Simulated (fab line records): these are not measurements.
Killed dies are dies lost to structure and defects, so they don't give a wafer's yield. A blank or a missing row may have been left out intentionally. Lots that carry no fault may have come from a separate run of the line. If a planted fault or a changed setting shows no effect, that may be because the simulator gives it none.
fab line records    flow sfqLine    part 2 of 2: steps 30 to 41 of 41
record: lots: 5  wafers: 15  lastDay: 82
route steps=325 shown M6@264 I6@266 M7@281 I7@296
lots untouched by any fault: they come from a run of this same line in which no faults occurred
startH: hours from the record's opening day to when the first of the lot's shown wafers began    waitH: hours from the lot's prior step to this one    " same as the row above    L1.1+2: a single row standing in for several wafers    - no value, or no start given    * or withheld: withheld    < > ~ a bound
route shown NAME@n: NAME is a module with steps in the file, n the number in the route of the first one    usual: average and standard deviation across the fault-free wafers    same: alike in all rows    chamber/n: place in a boat    sites: the reading at each site    _std_site: the values' standard deviation    _edge_site: mean of outer sites minus mean of inner sites    radiusMm: for every site, how far away it sits from the centre of the wafer    mask NAME#n: copy n    behind: tool/chamber where the wafer was last shaped    hold: why the lot went on hold/how many hours it stayed there/how the hold came to an end    device: the n, p or np transistor that did not switch    end of line: the tests these same wafers got at the end of their route    for a step that has no rows: nothing shown but its recipe    killed: dies lost to structure and defects at the first sort, not the wafer's yield    map: per-die view of a wafer (x killed, . not killed, _ where there is no die)
set.NAME: the setting that was run; set.NAME@STEP: the one run at that earlier step    model.NAME: the simulator's own value behind a step, which no gauge read
a table for each step, a row for each wafer; lots at some steps of the route
services: when a tool's chamber went out of use (startH, in hours from the record's first day, below 0 if earlier), for how many hours, and the reason
== steps ==
step: SFQ_TRILAYER_M7_STRIP_STRIP_181
recipe: gas: O2  powerW: 200  platenTempC: 40  overashFraction: 0.65  chemistry: O2  pressureMtorr: 50
usual: drypumpMotorCurrentA: 5.9/0.53  oesProductAu: 0.998/0.0097
lot.wafer  tool         chamber  startH   waitH  drypumpMotorCurrentA  oesProductAu  rfHoursCounterH
L075.1     rieMetal-03  1        1645.57  0.1    5.0                   0.991         14
L075.3     "            1        "        "      5.0                   1.012         -
L075.4     "            0        "        "      6.0                   1.008         -
L076.2     rieMetal-04  1        1649.19  0.1    5.3                   1.016         68
L076.3     "            0        "        "      6.2                   0.995         -
L076.6     "            0        "        "      6.2                   0.998         -
L078.2     rieMetal-03  0        1661.17  0.1    5.9                   0.994         81
L078.3     "            0        "        "      5.9                   0.997         -
L078.5     "            0        "        "      6.0                   1.000         -
L088.4     rieMetal-02  0        1804.21  0.2    6.6                   0.987         -
L088.5     "            1        "        "      5.9                   0.976         -
L088.6     "            0        "        "      6.6                   0.988         -
L093.2     rieMetal-03  1        1891.29  0.1    5.0                   1.002         49
L093.4     "            1        "        "      5.0                   1.015         -
L093.5     "            1        "        "      5.0                   1.009         -
step: SFQ_TRILAYER_M7_STRIP_SOLV_CLEAN_182
recipe: chemistry: NMP  tempC: 70  timeS: 600
usual: bathHeatDutyPct: 13.9/1.7
lot.wafer  tool         chamber  startH   waitH  bathHeatDutyPct
L075.1     wetBench-04  4        1646.17  0.4    15.4
L075.3     "            7        "        "      13.1
L075.4     "            3        "        "      16.1
L076.2     wetBench-04  1        1649.79  0.4    16.1
L076.3     "            3        "        "      15.2
L076.6     "            7        "        "      11.9
L078.2     wetBench-02  5        1661.77  0.4    14.9
L078.3     "            7        "        "      9.8
L078.5     "            1        "        "      15.3
L088.4     wetBench-04  0        1804.61  0.2    12.8
L088.5     "            6        "        "      15.1
L088.6     "            5        "        "      14.6
L093.2     wetBench-02  5        1891.89  0.4    15.5
L093.4     "            1        "        "      15.3
L093.5     "            2        "        "      15.4
step: SFQ_TRILAYER_I7_DEP_PECVD_183
recipe: material: SiO2  tempC: 150  timeS: 111.11  pressureTorr: 2.4  rfW: 183.3  precursor: SiH4/N2O  targetThkNm: 500
usual: heaterPowerOuterW: 30/8  heaterPowerW: 81/14  throttleValvePct: 24.8/1.5
lot.wafer  tool      chamber  startH   waitH  heaterPowerOuterW  heaterPowerW  sinceWetCleanH  throttleValvePct
L075.1     pecvd-01  0        1646.34  0.0    35                 100           1069            25.9
L075.3     "         2        "        "      18                 58            1069            26.6
L075.4     "         0        "        "      39                 111           -               25.9
L076.2     pecvd-04  2        1649.97  0.0    24                 74            319             23.6
L076.3     "         0        "        "      26                 71            319             24.0
L076.6     "         2        "        "      25                 77            -               23.8
L078.2     pecvd-03  0        1661.94  0.0    39                 94            715             25.3
L078.3     "         1        "        "      25                 77            715             23.1
L078.5     "         0        "        "      42                 99            -               25.3
L088.4     pecvd-04  1        1804.84  0.0    39                 88            -               22.8
L088.5     "         0        "        "      28                 75            -               24.4
L088.6     "         2        "        "      31                 85            -               24.0
L093.2     pecvd-03  2        1892.08  0.0    25                 81            945             28.0
L093.4     "         1        "        "      18                 66            -               23.4
L093.5     "         0        "        "      38                 95            -               26.0
step: SFQ_TRILAYER_I7_CMP_CMP_184
recipe: material: SiO2  downForcePsi: 3  platenRpm: 60  padVelocityMS: 0.94248
usual: motorCurrentA: 10.6/0.57  timeToEndpointS: 213/5.9
lot.wafer  tool    chamber  startH   waitH  motorCurrentA  timeToEndpointS
L075.3     cmp-02  1        1658.90  12.5   10.2           212
L075.1     "       2        "        "      11.5           211
L075.4     "       0        1660.40  14.0   10.7           213
L076.3     cmp-02  1        1665.40  15.4   10.4           220
L076.2     "       3        1666.40  16.4   10.9           212
L076.6     "       1        1667.40  17.4   10.2           222
L078.3     cmp-02  3        1675.65  13.7   11.1           213
L078.2     "       0        "        "      9.8            212
L078.5     "       3        1677.65  15.6   10.5           217
L088.4     cmp-01  2        1820.26  15.4   10.5           214
L088.5     "       3        "        "      10.4           209
L088.6     "       0        "        "      10.6           216
L093.2     cmp-02  3        1892.16  0.0    10.2           206
L093.4     "       0        "        "      9.9            215
L093.5     "       0        1894.66  2.5    10.1           220
step: SFQ_I7_BOW_MEAS_946
recipe: mode: bow
usual: I7_BOW: 6/10
lot.wafer  tool          chamber  startH   waitH  I7_BOW[um]
L075.1     filmMetro-02  -        1661.90  2.0    9
L075.3     "             -        "        "      14
L075.4     "             -        "        "      8
L076.2     filmMetro-02  -        1667.92  1.0    9
L076.3     "             -        "        "      3
L076.6     "             -        "        "      -5
L078.2     filmMetro-03  -        1678.67  2.0    11
L078.3     "             -        "        "      -5
L078.5     "             -        "        "      -7
L088.4     filmMetro-01  -        1821.82  1.1    9
L088.5     "             -        "        "      6
L088.6     "             -        "        "      8
L093.2     filmMetro-01  -        1895.18  2.5    22
L093.4     "             -        "        "      1
L093.5     "             -        "        "      25
step: SFQ_TRILAYER_I7_METRO_MEASURE_185
usual: thkNm: 199.9/0.87
lot.wafer  tool          chamber  startH   waitH  thkNm
L075.1     filmMetro-02  -        1662.02  0.1    200.1
L075.3     "             -        "        "      200.4
L075.4     "             -        "        "      200.4
L076.2     filmMetro-02  -        1668.22  0.3    199.7
L076.3     "             -        "        "      201.2
L076.6     "             -        "        "      201.7
L078.2     filmMetro-03  -        1678.97  0.3    200.0
L078.3     "             -        "        "      198.5
L078.5     "             -        "        "      198.9
L088.4     filmMetro-01  -        1822.48  0.6    200.1
L088.5     "             -        "        "      199.6
L088.6     "             -        "        "      199.8
L093.2     filmMetro-01  -        1895.48  0.3    199.4
L093.4     "             -        "        "      199.5
L093.5     "             -        "        "      199.5
step: SFQ_TRILAYER_I7_VIA_LITHO_COAT_192
recipe: resist: BARC  spinRpm: 3000  resistThkNm: 62
lot.wafer   tool           chamber  startH   waitH
L075.1+3+4  lithoTrack-01  0        1663.22  1.0
L076.2+3+6  lithoTrack-03  0        1669.27  0.8
L078.2+3+5  lithoTrack-04  0        1680.02  0.8
L088.4+5+6  lithoTrack-01  0        1823.23  0.6
L093.2+4+5  lithoTrack-03  0        1896.53  0.8
step: SFQ_TRILAYER_I7_VIA_LITHO_COAT_187
recipe: resist: KrF  spinRpm: 3000  resistThkNm: 650
lot.wafer   tool           chamber  startH   waitH
L075.1+3+4  lithoTrack-01  0        1663.52  0.2
L076.2+3+6  lithoTrack-03  0        1669.57  0.2
L078.2+3+5  lithoTrack-04  0        1680.32  0.2
L088.4+5+6  lithoTrack-01  0        1823.53  0.2
L093.2+4+5  lithoTrack-03  0        1896.83  0.2
step: SFQ_TRILAYER_I7_VIA_LITHO_SOFTBAKE_191
recipe: tempC: withheld  timeS: withheld  resist: KrF
lot.wafer   tool           chamber  startH   waitH
L075.1+3+4  lithoTrack-01  0        1663.82  0.2
L076.2+3+6  lithoTrack-03  0        1669.85  0.2
L078.2+3+5  lithoTrack-04  0        1680.59  0.2
L088.4+5+6  lithoTrack-01  0        1823.76  0.2
L093.2+4+5  lithoTrack-03  0        1897.10  0.2
step: SFQ_TRILAYER_I7_VIA_LITHO_EXPOSE_188
recipe: maskId: I7  na: 0.6  sourceShape: conventional  sigmaOuter: 0.65  targetCdNm: 1000  doseMj: 21.3
lot.wafer   tool           chamber  startH   waitH  mask
L075.1+3+4  krfScanner-02  0        1682.25  -      I7#0
L076.2+3+6  krfScanner-02  0        1687.05  -      I7#0
L078.2+3+5  krfScanner-02  0        1697.85  -      I7#0
L088.4+5+6  krfScanner-01  0        1829.66  -      I7#0
L093.2+4+5  krfScanner-02  0        1899.37  -      I7#0
step: SFQ_TRILAYER_I7_VIA_LITHO_PEB_190
recipe: pebTempC: 115  pebTimeS: 60  resist: KrF
same: pebTimeS: 60
lot.wafer   tool           chamber  startH   waitH
L075.1+3+4  lithoTrack-04  0        1683.45  1.0
L076.2+3+6  lithoTrack-03  0        1688.07  0.8
L078.2+3+5  lithoTrack-03  0        1698.87  0.8
L088.4+5+6  lithoTrack-03  0        1830.34  0.5
L093.2+4+5  lithoTrack-01  0        1900.39  0.8
step: SFQ_TRILAYER_I7_VIA_LITHO_DEVELOP_189
recipe: timeS: 60  resist: KrF
lot.wafer   tool           chamber  startH   waitH
L075.1+3+4  lithoTrack-04  0        1683.60  0.1
L076.2+3+6  lithoTrack-03  0        1688.22  0.1
L078.2+3+5  lithoTrack-03  0        1699.02  0.1
L088.4+5+6  lithoTrack-03  0        1830.49  0.1
L093.2+4+5  lithoTrack-01  0        1900.54  0.1
== services ==
tool           chamber  startH   hours  kind
krfScanner-01  -        1485.64  1.3    pm
krfScanner-02  -        1489.95  3.6    pm
krfScanner-01  -        1493.67  1.0    pm
krfScanner-02  -        1514.41  1.0    pm
cmp-02         -        1515.25  16.5   pm
krfScanner-01  -        1521.07  0.8    pm
cmp-01         -        1534.45  7.5    pm
krfScanner-01  -        1538.60  4.0    pm
rieMetal-04    0        1544.99  12.3   repair
krfScanner-01  -        1570.42  3.6    repair
krfScanner-02  -        1583.60  21.0   pm
cmp-01         -        1595.30  4.0    pm
krfScanner-02  -        1607.00  1.3    pm
rieMetal-04    -        1610.41  2.8    pm
krfScanner-02  -        1668.07  0.2    repair
krfScanner-02  -        1683.45  1.0    pm
rieMetal-04    -        1761.46  1.6    repair
krfScanner-02  -        1782.24  1.3    pm
rieMetal-04    1        1828.89  28.8   repair
krfScanner-02  -        1842.61  4.4    pm
krfScanner-02  -        1852.41  1.0    pm
krfScanner-02  -        1869.66  0.2    repair
krfScanner-02  -        1870.39  5.5    repair
krfScanner-02  -        1874.47  1.6    repair
